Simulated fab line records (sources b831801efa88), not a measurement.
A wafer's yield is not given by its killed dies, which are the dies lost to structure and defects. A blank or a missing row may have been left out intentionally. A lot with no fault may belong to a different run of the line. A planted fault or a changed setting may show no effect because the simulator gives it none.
A lot that was struck, set against a sound lot || flow gf180mcu || 15 out of 602 route steps
Sound: wafers L429.1, L429.4, L429.6. The struck wafers were L430.1, L430.3, L430.4. The cause is named last.
Each step with rows lists, per side, the tool, then ch with its chambers, then its first start. Under that, the readings that differ: sound wafers || struck wafers || difference of the means || sigmas: that difference in standard deviations of wafers without a fault.
alike: readings whose means differ by less than 2 such deviations, and words and numbers that are the same on both sides. not compared: withheld readings, readings that some wafer has no value for, bounds like >300 that may hide the same value, and numbers for which the record gives no deviation and whose values overlap.
Wherever a step has rows on one side only, a row that says differs or no value, or a row with sigmas, the two part there. When numbers do not overlap yet have no deviation, they are printed without sigmas and do not part them. Lack of a reading on every wafer of one side parts them only where that side has two or more wafers.

first, 1 step without rows for these wafers: GF_MVSD_IMPLANT_09.
GF_MVSD_STRIP_10: strips in O2/N2.
  sound on plasma asher-03 ch 1, day 4 09:10; struck on plasma asher-01 ch 0,1, day 5 08:07
  alike: drypump motor current A, heater power w, oes product au, strip time to endpoint s
  not compared: rf hours counter h
GF_MVSD_TW_MEAS_11:
  sound on film metro-01, day 4 09:16; struck on film metro-04, day 5 08:13
{"reading": "MVSD_TW", "sound": "1561 1562 1568", "struck": "1621 1616 1612", "difference": "+53", "sigmas": "+3"}
then, 7 steps without rows for these wafers: GF_MVPSD_DEHYDRATE_00 (time 60 s); GF_MVPSD_HMDS_01 (prime time 60 s); GF_MVPSD_COAT_02 (resist thk 3000 nm); GF_MVPSD_SOFTBAKE_03; GF_MVPSD_EXPOSE_04 (exposes mask MVPSD, target cd 1000 nm); GF_MVPSD_PEB_05; GF_MVPSD_DEVELOP_06 (develop time 60 s).
GF_MVPSD_OVL_MEAS_07:
  sound on overlay-02, day 4 22:01; struck on overlay-02, day 5 22:17
  alike: MVPSD_OVL
after that, 1 step had no rows for these wafers: GF_MVPSD_IMPLANT_08.
GF_MVPSD_IMPLANT_09:
  sound on implanter-04 ch 0, day 4 22:11; struck on implanter-04 ch 0, day 5 22:29
{"reading": "dose ions cm2", "sound": "5.006e+12 4.995e+12 4.997e+12", "struck": "4.922e+12 4.923e+12 4.924e+12", "difference": -7.633e+10, "sigmas": -15}
GF_MVPSD_STRIP_10: strips in O2/N2.
  sound on plasma asher-02 ch 0,1, day 4 22:20; struck on plasma asher-02 ch 0,1, day 5 22:38
  alike: drypump motor current A, heater power w, oes product au, strip time to endpoint s
  not compared: rf hours counter h
GF_PASSIVATION_PROBE_99:
  the record has rows for the sound wafers here (prober-02, day 29 00:14) and none for the struck ones

== WHERE THEY PART ==
Earliest at GF_MVSD_TW_MEAS_11; latest, in this record, at GF_PASSIVATION_PROBE_99.

WHY: what had been put in by the simulator
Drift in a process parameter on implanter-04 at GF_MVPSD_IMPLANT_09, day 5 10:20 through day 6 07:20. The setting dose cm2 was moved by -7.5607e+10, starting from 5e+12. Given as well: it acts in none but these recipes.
